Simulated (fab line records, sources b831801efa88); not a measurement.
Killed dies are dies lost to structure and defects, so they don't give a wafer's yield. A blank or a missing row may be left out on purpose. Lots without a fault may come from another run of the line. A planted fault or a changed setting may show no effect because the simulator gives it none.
Which tool did it? | flow sky130 | 24 lots, 72 wafers sampled, at 5 steps of a route of 708

WHAT THE GAUGES READ, wafer by wafer
SKY_SD_P_OVL_MEAS_08.
lot  | measured     | on         | SD_P_OVL (nm)
L074 | day 25 07:09 | overlay-01 | 2.5 1.0 0.3
L075 | day 25 20:04 | overlay-01 | -1.8 -0.5 -0.1
L076 | day 26 04:19 | overlay-01 | 3.3 1.3 0.4
L077 | day 26 15:41 | overlay-01 | 1.1 2.1 0.8
L078 | day 26 23:52 | overlay-02 | 0.8 0.1 -0.1
L079 | day 27 11:30 | overlay-01 | 0.1 -1.9 -1.1
L080 | day 27 23:34 | overlay-02 | 2.3 1.8 1.1
L081 | day 28 06:09 | overlay-02 | 0.6 0.4 -0.4
L082 | day 28 12:06 | overlay-01 | 2.7 2.4 4.6
L083 | day 28 14:43 | overlay-02 | 0.1 -0.5 -0.3
L084 | day 29 06:45 | overlay-02 | -0.1 -0.4 0.8
L085 | day 29 15:44 | overlay-01 | 0.3 0.0 1.7
L086 | day 29 18:40 | overlay-02 | 2.5 2.7 2.6
L087 | day 30 03:53 | overlay-01 | -0.3 2.4 0.3
L088 | day 30 09:31 | overlay-01 | -2.0 0.8 -1.3
L089 | day 30 13:52 | overlay-02 | 1.8 1.9 1.1
L090 | day 31 06:55 | overlay-02 | 1.6 2.7 3.4
L091 | day 31 08:12 | overlay-02 | 0.4 -0.7 0.0
L092 | day 31 19:48 | overlay-01 | 2.1 1.3 0.1
L093 | day 32 00:43 | overlay-02 | 3.8 2.6 2.4
L094 | day 32 10:13 | overlay-02 | 0.0 -0.7 1.3
L095 | day 32 18:48 | overlay-02 | -0.4 2.0 1.0
L096 | day 33 06:50 | overlay-01 | 0.1 -1.3 -0.9
L097 | day 33 14:13 | overlay-02 | 0.3 0.7 1.2

SKY_METAL1_RS_MEAS_05: measures by four-point-probe.
lot  | measured     | on            | METAL1_ALCU_RS (ohm/sq)
L074 | day 31 13:55 | film_metro-03 | 0.1275 0.1272 0.1274
L075 | day 32 03:08 | film_metro-02 | 0.1293 0.1284 0.1310
L076 | day 32 12:02 | film_metro-02 | 0.1270 0.1288 0.1294
L077 | day 32 20:19 | film_metro-03 | 0.1289 0.1289 0.1285
L078 | day 33 04:15 | film_metro-03 | 0.1283 0.1270 0.1276
L079 | day 33 15:10 | film_metro-04 | 0.1284 0.1275 0.1276
L080 | day 34 01:02 | film_metro-04 | 0.1262 0.1258 0.1272
L081 | day 34 07:29 | film_metro-04 | 0.1283 0.1300 0.1315
L082 | day 34 15:05 | film_metro-02 | 0.1276 0.1276 0.1251
L083 | day 34 15:28 | film_metro-02 | 0.1266 0.1288 0.1276
L084 | day 35 07:11 | film_metro-02 | 0.1282 0.1294 0.1274
L085 | day 35 14:25 | film_metro-02 | 0.1290 0.1289 0.1280
L086 | day 35 17:58 | film_metro-03 | 0.1239 0.1285 0.1241
L087 | day 36 00:15 | film_metro-04 | 0.1310 0.1293 0.1308
L088 | day 36 04:41 | film_metro-03 | 0.1274 0.1270 0.1295
L089 | day 36 08:55 | film_metro-04 | 0.1251 0.1277 0.1264
L090 | day 37 01:46 | film_metro-04 | 0.1269 0.1302 0.1272
L091 | day 37 02:39 | film_metro-04 | 0.1284 0.1254 0.1265
L092 | day 37 13:02 | film_metro-03 | 0.1286 0.1276 0.1256
L093 | day 37 18:59 | film_metro-02 | 0.1273 0.1300 0.1282
L094 | day 38 03:52 | film_metro-02 | 0.1268 0.1293 0.1279
L095 | day 38 11:23 | film_metro-03 | 0.1294 0.1267 0.1279
L096 | day 39 00:47 | film_metro-02 | 0.1291 0.1252 0.1287
L097 | day 39 05:40 | film_metro-02 | 0.1243 0.1252 0.1260

SKY_CAPM_THK_MEAS_04: measures by xrf.
lot  | measured     | on            | CAPM_TIN_THK (nm)
L074 | day 36 07:20 | film_metro-03 | 191.8 195.0 190.9
L075 | day 36 21:38 | film_metro-02 | 196.9 196.6 198.1
L076 | day 37 02:25 | film_metro-02 | 197.0 196.5 197.7
L077 | day 37 11:50 | film_metro-03 | 198.9 196.4 199.2
L078 | day 37 19:58 | film_metro-04 | 197.2 197.7 196.0
L079 | day 38 05:37 | film_metro-03 | 198.4 198.2 194.0
L080 | day 38 13:41 | film_metro-04 | 195.3 197.8 199.6
L081 | day 38 21:07 | film_metro-04 | 195.6 196.3 196.7
L082 | day 39 04:25 | film_metro-02 | 193.8 197.2 198.0
L083 | day 39 05:51 | film_metro-04 | 199.4 196.7 199.9
L084 | day 39 18:32 | film_metro-04 | 194.3 193.3 197.7
L085 | day 40 02:10 | film_metro-04 | 196.5 200.5 197.8
L086 | day 40 07:06 | film_metro-02 | 197.3 198.8 194.8
L087 | day 40 12:08 | film_metro-02 | 197.5 193.5 193.1
L088 | day 40 15:36 | film_metro-03 | 196.7 195.6 199.3
L089 | day 40 18:16 | film_metro-02 | 199.9 197.9 195.7
L090 | day 41 10:50 | film_metro-02 | 197.5 194.5 198.0
L091 | day 41 11:58 | film_metro-02 | 199.1 201.1 200.2
L092 | day 41 21:36 | film_metro-04 | 197.4 196.8 198.5
L093 | day 42 03:50 | film_metro-02 | 197.2 195.7 195.7
L094 | day 42 12:47 | film_metro-03 | 196.2 193.8 197.3
L095 | day 42 18:37 | film_metro-04 | 199.5 201.2 201.5
L096 | day 43 07:13 | film_metro-03 | 196.0 198.9 197.8
L097 | day 43 11:02 | film_metro-04 | 193.3 192.9 198.1

WHICH TOOL RAN EACH LOT (tool, then ch and the chambers of the sampled wafers, then the start)
lot  | SKY_METAL1_SPUTTER_02        | SKY_METAL2_SPUTTER_02
L074 | pvd_sputter-02, day 31 13:49 | pvd_sputter-03, day 33 23:41
L075 | pvd_sputter-04, day 32 03:02 | pvd_sputter-04, day 34 11:23
L076 | pvd_sputter-02, day 32 11:53 | pvd_sputter-03, day 34 19:26
L077 | pvd_sputter-04, day 32 20:11 | pvd_sputter-04, day 35 04:21
L078 | pvd_sputter-02, day 33 04:07 | pvd_sputter-03, day 35 12:16
L079 | pvd_sputter-03, day 33 15:04 | pvd_sputter-01, day 35 22:34
L080 | pvd_sputter-04, day 34 00:57 | pvd_sputter-01, day 36 08:17
L081 | pvd_sputter-04, day 34 07:23 | pvd_sputter-03, day 36 14:12
L082 | pvd_sputter-04, day 34 14:59 | pvd_sputter-03, day 36 22:24
L083 | pvd_sputter-02, day 34 15:22 | pvd_sputter-03, day 36 22:45
L084 | pvd_sputter-02, day 35 07:06 | pvd_sputter-03, day 37 13:35
L085 | pvd_sputter-02, day 35 14:18 | pvd_sputter-03, day 37 20:46
L086 | pvd_sputter-03, day 35 17:50 | pvd_sputter-03, day 38 02:03
L087 | pvd_sputter-04, day 36 00:08 | pvd_sputter-03, day 38 06:44
L088 | pvd_sputter-02, day 36 04:33 | pvd_sputter-03, day 38 11:03
L089 | pvd_sputter-02, day 36 08:49 | pvd_sputter-03, day 38 13:35
L090 | pvd_sputter-03, day 37 01:40 | pvd_sputter-03, day 39 07:41
L091 | pvd_sputter-03, day 37 02:34 | pvd_sputter-03, day 39 08:14
L092 | pvd_sputter-02, day 37 12:56 | pvd_sputter-04, day 39 17:38
L093 | pvd_sputter-04, day 37 18:53 | pvd_sputter-03, day 40 00:02
L094 | pvd_sputter-04, day 38 03:44 | pvd_sputter-03, day 40 08:38
L095 | pvd_sputter-02, day 38 11:17 | pvd_sputter-03, day 40 15:28
L096 | pvd_sputter-03, day 39 00:42 | pvd_sputter-01, day 41 04:41
L097 | pvd_sputter-02, day 39 05:34 | pvd_sputter-03, day 41 08:31
- SKY_METAL1_SPUTTER_02: material AlCu, target thk 250 nm, time 13.3 s.
- SKY_METAL2_SPUTTER_02: material AlCu, target thk 250 nm, time 13.3 s.

WHAT THE TOOLS THEMSELVES READ (means of the sampled wafers that have a number; where no wafer has one, the mark that the record gives instead)
SKY_METAL1_SPUTTER_02.
lot  | tool           | throttle_valve_pct (%)
L074 | pvd_sputter-02 | 29.8
L075 | pvd_sputter-04 | 28.6
L076 | pvd_sputter-02 | 29.3
L077 | pvd_sputter-04 | 28.9
L078 | pvd_sputter-02 | 29.3
L079 | pvd_sputter-03 | 30.6
L080 | pvd_sputter-04 | 28.0
L081 | pvd_sputter-04 | 29.3
L082 | pvd_sputter-04 | 28.9
L083 | pvd_sputter-02 | 29.4
L084 | pvd_sputter-02 | 29.3
L085 | pvd_sputter-02 | 29.2
L086 | pvd_sputter-03 | 31.8
L087 | pvd_sputter-04 | 29.7
L088 | pvd_sputter-02 | 28.8
L089 | pvd_sputter-02 | 29.0
L090 | pvd_sputter-03 | 29.6
L091 | pvd_sputter-03 | 30.2
L092 | pvd_sputter-02 | 29.3
L093 | pvd_sputter-04 | 29.0
L094 | pvd_sputter-04 | 28.8
L095 | pvd_sputter-02 | 30.2
L096 | pvd_sputter-03 | 30.2
L097 | pvd_sputter-02 | 28.9

SKY_METAL2_SPUTTER_02.
lot  | tool           | throttle_valve_pct (%)
L074 | pvd_sputter-03 | 31.5
L075 | pvd_sputter-04 | 28.6
L076 | pvd_sputter-03 | 30.3
L077 | pvd_sputter-04 | 28.4
L078 | pvd_sputter-03 | 29.5
L079 | pvd_sputter-01 | 28.8
L080 | pvd_sputter-01 | 29.3
L081 | pvd_sputter-03 | 31.2
L082 | pvd_sputter-03 | 30.3
L083 | pvd_sputter-03 | 30.3
L084 | pvd_sputter-03 | 31.2
L085 | pvd_sputter-03 | 31.1
L086 | pvd_sputter-03 | 30.4
L087 | pvd_sputter-03 | 29.6
L088 | pvd_sputter-03 | 30.2
L089 | pvd_sputter-03 | 30.0
L090 | pvd_sputter-03 | 31.5
L091 | pvd_sputter-03 | 30.7
L092 | pvd_sputter-04 | 29.8
L093 | pvd_sputter-03 | 30.5
L094 | pvd_sputter-03 | 30.8
L095 | pvd_sputter-03 | 30.7
L096 | pvd_sputter-01 | 29.6
L097 | pvd_sputter-03 | 32.1

THE ANSWER, worked out from the rows above alone
Rule: what is usual is taken from the lots themselves. Put in order of their means at a reading, lots are off if they are a third of the lots or fewer, leave a main group of 4 or more, and stand apart from it by a gap of 3 or more times the standard deviation of the main group's means; of several such gaps the widest counts. A main group whose means are all the same, to the digits that the tables above print for the reading, isn't used. A lot without any number at a reading at which 4 lots or more have one is off too. The other lots that the step has rows for count as sound. The gauges are gone through in route order, then the tools' own readings, and for those a lot's mean is taken as printed above. The first step at which some lot is off is used, and at that step the reading that is off furthest; a lot without a number counts as furthest.
No lot is off at any reading shown: from this, nothing can be told.

WHAT THE SIMULATOR HAD PUT IN
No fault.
